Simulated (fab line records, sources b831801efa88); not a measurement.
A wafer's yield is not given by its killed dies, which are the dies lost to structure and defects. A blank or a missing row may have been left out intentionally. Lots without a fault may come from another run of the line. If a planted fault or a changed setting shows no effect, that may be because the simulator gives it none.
2 desks, one fault | flow sfq_line | what lay behind the numbers comes last; until then each desk has only its own

## TOOL OWNER'S DESK, pvd_sputter-06
The tool's own readings at SFQ_TRILAYER_R5_DEP_SPUTTER_133 (material MoNx, target thk 40 nm, time 66.7 s): means of the sampled wafers that have a number, for each lot that ran on this tool. Marked OUT: a lot whose mean sits more than 4 standard deviations from the usual mean, which makes it out of limits; the brackets give that distance.
Columns: A = cathode_dc_power_W at SFQ_TRILAYER_R5_DEP_SPUTTER_133, usual 999.96 W; B = throttle_valve_pct at SFQ_TRILAYER_R5_DEP_SPUTTER_133, usual 30.0 %
lot  | first seen here | A                         | B
L983 | day 53 08:36    | 1000.01                   | 29.8
L984 | day 54 23:24    | 999.99                    | 29.8
L987 | day 55 09:31    | 999.96                    | 29.8
L989 | day 56 08:24    | 999.96                    | 29.4
L991 | day 61 03:38    | 999.98                    | 29.1
L996 | day 63 09:07    | 1153.63 (+99 or more) OUT | 29.8
L100 | day 63 23:20    | 1153.43 (+99 or more) OUT | 29.0
L103 | day 68 18:36    | 999.96                    | 29.7
This desk's finding: out of limits on L100, L996; first on L996, day 63 09:07 (cathode_dc_power_W at SFQ_TRILAYER_R5_DEP_SPUTTER_133). In limits: L983, L984, L987, L989, L991, L103.

## THE METROLOGY DESK
What the gauges read for every lot (on any tool): the sampled wafers with a number, averaged. Marked OUT: a lot whose mean sits more than 4 standard deviations from the usual mean, which makes it out of limits; the brackets give that distance.
Columns: A = R5_MONX_RS at SFQ_R5_RS_MEAS_933, usual 7.03 ohm/sq; B = R5_MONX_THK at SFQ_R5_THK_MEAS_934, usual 39.5 nm
lot  | first seen here | A              | B
L980 | day 52 22:16    | 7.02           | 39.7
L981 | day 53 01:20    | 6.99           | 39.6
L982 | day 53 04:20    | 7.03           | 39.6
L983 | day 53 08:42    | 7.04           | 39.3
L984 | day 54 23:29    | 6.88           | 40.5
L986 | day 55 06:37    | 7.23           | 38.4
L987 | day 55 09:36    | 6.86           | 40.5
L989 | day 56 08:29    | 6.99           | 39.7
L990 | day 56 11:29    | 6.99           | 39.7
L991 | day 61 03:46    | 7.05           | 39.6
L996 | day 63 09:12    | 6.15 (-11) OUT | 45.7 (+13) OUT
L997 | day 63 10:14    | 7.06           | 39.6
L100 | day 63 23:26    | 6.14 (-11) OUT | 45.5 (+13) OUT
L103 | day 68 18:43    | 7.04           | 39.6
This desk finds L100, L996 out of limits, with the earliest case on L996 at day 63 09:12 (R5_MONX_RS at SFQ_R5_RS_MEAS_933). In limits: L980, L981, L982, L983, L984, L986, L987, L989, L990, L991, L997, L103.

## ALL TOGETHER
The tool owner's desk had the chance to raise an alarm at day 63 09:07 on L100, L996.
The metrology desk could have raised an alarm at day 63 09:12, on L100, L996.
Every lot named ran SFQ_TRILAYER_R5_DEP_SPUTTER_133 on pvd_sputter-06.

## WHAT THE SIMULATOR PUT IN
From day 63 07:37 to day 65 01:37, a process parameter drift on pvd_sputter-06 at SFQ_TRILAYER_R5_DEP_SPUTTER_133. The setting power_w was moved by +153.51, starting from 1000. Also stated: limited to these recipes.
Struck lots among those shown: L100, L996.
Time in hours from fault onset to the first out-of-limits reading at each desk: tool owner's desk 2, metrology desk 2.
